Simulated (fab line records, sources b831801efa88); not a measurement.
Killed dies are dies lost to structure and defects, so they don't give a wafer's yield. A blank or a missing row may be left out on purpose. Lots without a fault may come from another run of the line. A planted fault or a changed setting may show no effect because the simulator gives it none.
One fault seen from 2 desks | flow sky130 | each desk has only its own numbers; what lay behind them comes last

THE TOOL OWNER'S DESK: cvd_w-01
The tool's own readings at SKY_VIA3_CVD_21 (deposits W, target thk 390 nm, time 117.31 s): means of the sampled wafers that have a number, for each lot that ran on this tool. A lot is out of limits, marked OUT, if its mean lies more than 4 standard deviations from the usual mean; the brackets give that distance.
Columns: A = heater_power_w at SKY_VIA3_CVD_21, usual 850 W
lot  | first seen here | A
L816 | day 39 19:03    | 793
L819 | day 40 09:23    | 808
L825 | day 42 13:41    | 808
L828 | day 43 06:20    | 803
L829 | day 43 18:17    | 813
This desk's finding: nothing out of limits on any of the 5 lots.

THE METROLOGY DESK
What the gauges read, lot by lot, whatever tool the lot ran on: means of the sampled wafers that have a number. A lot is out of limits, marked OUT, if its mean lies more than 4 standard deviations from the usual mean; the brackets give that distance.
Columns: A = VIA3_W_RS at SKY_VIA3_RS_MEAS_22, usual 0.295 ohm/sq; B = VIA3_W_THK at SKY_VIA3_THK_MEAS_23, usual 376 nm
lot  | first seen here | A     | B
L816 | day 39 19:11    | 0.295 | 374
L819 | day 40 09:30    | 0.296 | 378
L820 | day 41 06:55    | 0.297 | 373
L821 | day 41 13:11    | 0.300 | 368
L825 | day 42 13:49    | 0.290 | 382
L828 | day 43 06:34    | 0.281 | 396
L829 | day 43 18:24    | 0.280 | 398
L833 | day 44 15:35    | 0.297 | 377
L836 | day 45 10:52    | 0.298 | 366
L837 | day 45 16:35    | 0.293 | 381
This desk's finding: nothing out of limits on any of the 10 lots.

PUT TOGETHER
The tool owner's desk saw nothing out of limits.
The metrology desk saw nothing out of limits.

WHAT THE SIMULATOR HAD PUT IN
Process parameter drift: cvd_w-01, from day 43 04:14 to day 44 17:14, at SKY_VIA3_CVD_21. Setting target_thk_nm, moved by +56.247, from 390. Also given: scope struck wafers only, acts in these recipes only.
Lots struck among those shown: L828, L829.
